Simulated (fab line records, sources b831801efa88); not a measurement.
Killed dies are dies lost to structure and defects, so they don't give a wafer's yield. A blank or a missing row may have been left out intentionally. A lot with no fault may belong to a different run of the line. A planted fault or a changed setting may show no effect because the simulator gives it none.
2 desks looking at one fault | flow sky130 | numbers are kept per desk, each desk with only its own; the story behind them comes last

## FROM THE METROLOGY DESK
Lot by lot, what the gauges showed, no matter which tool ran the lot: averages of those sampled wafers that carry a number. The brackets show how far a lot's mean lies from the usual mean; more than 4 standard deviations puts the lot out of limits, marked OUT.
Columns: A = CAPM_TIN_RS at SKY_CAPM_RS_MEAS_03, usual 6.92 ohm/sq; B = CAPM_TIN_THK at SKY_CAPM_THK_MEAS_04, usual 196.1 nm
lot  | first seen here | A    | B
L963 | day 36 16:07    | 6.93 | 194.3
L965 | day 37 10:01    | 6.86 | 198.0
L966 | day 37 16:46    | 6.99 | 193.5
L968 | day 37 20:55    | 6.98 | 195.1
L971 | day 38 19:14    | 6.99 | 194.0
L973 | day 39 12:21    | 7.00 | 193.2
L974 | day 39 15:51    | 6.93 | 197.2
L976 | day 40 10:10    | 6.87 | 198.9
L979 | day 41 04:55    | 6.67 | 205.7
L985 | day 42 20:10    | 6.83 | 199.1
Result from this desk: across the 10 lots, nothing is out of limits.

## TOOL OWNER'S DESK, pvd_sputter-01
At SKY_CAPM_SPUTTER_02 (material TiN, target thk 200 nm, time 166.7 s) the tool's own readings: per lot run on this tool, the mean of the sampled wafers that have a number. The brackets show how far a lot's mean lies from the usual mean; more than 4 standard deviations puts the lot out of limits, marked OUT.
Columns: A = throttle_valve_pct at SKY_CAPM_SPUTTER_02, usual 30.1 %
lot  | first seen here | A
L963 | day 36 15:59    | 31.5
L968 | day 37 20:47    | 30.6
L971 | day 38 19:07    | 31.0
L973 | day 39 12:14    | 31.2
L974 | day 39 15:44    | 30.9
L979 | day 41 04:49    | 31.0
Result from this desk: across the 6 lots, nothing is out of limits.

## TAKEN TOGETHER
The metrology desk saw nothing out of limits.
The desk of the tool owner found nothing out of limits.

## WHAT THE SIMULATOR PUT IN
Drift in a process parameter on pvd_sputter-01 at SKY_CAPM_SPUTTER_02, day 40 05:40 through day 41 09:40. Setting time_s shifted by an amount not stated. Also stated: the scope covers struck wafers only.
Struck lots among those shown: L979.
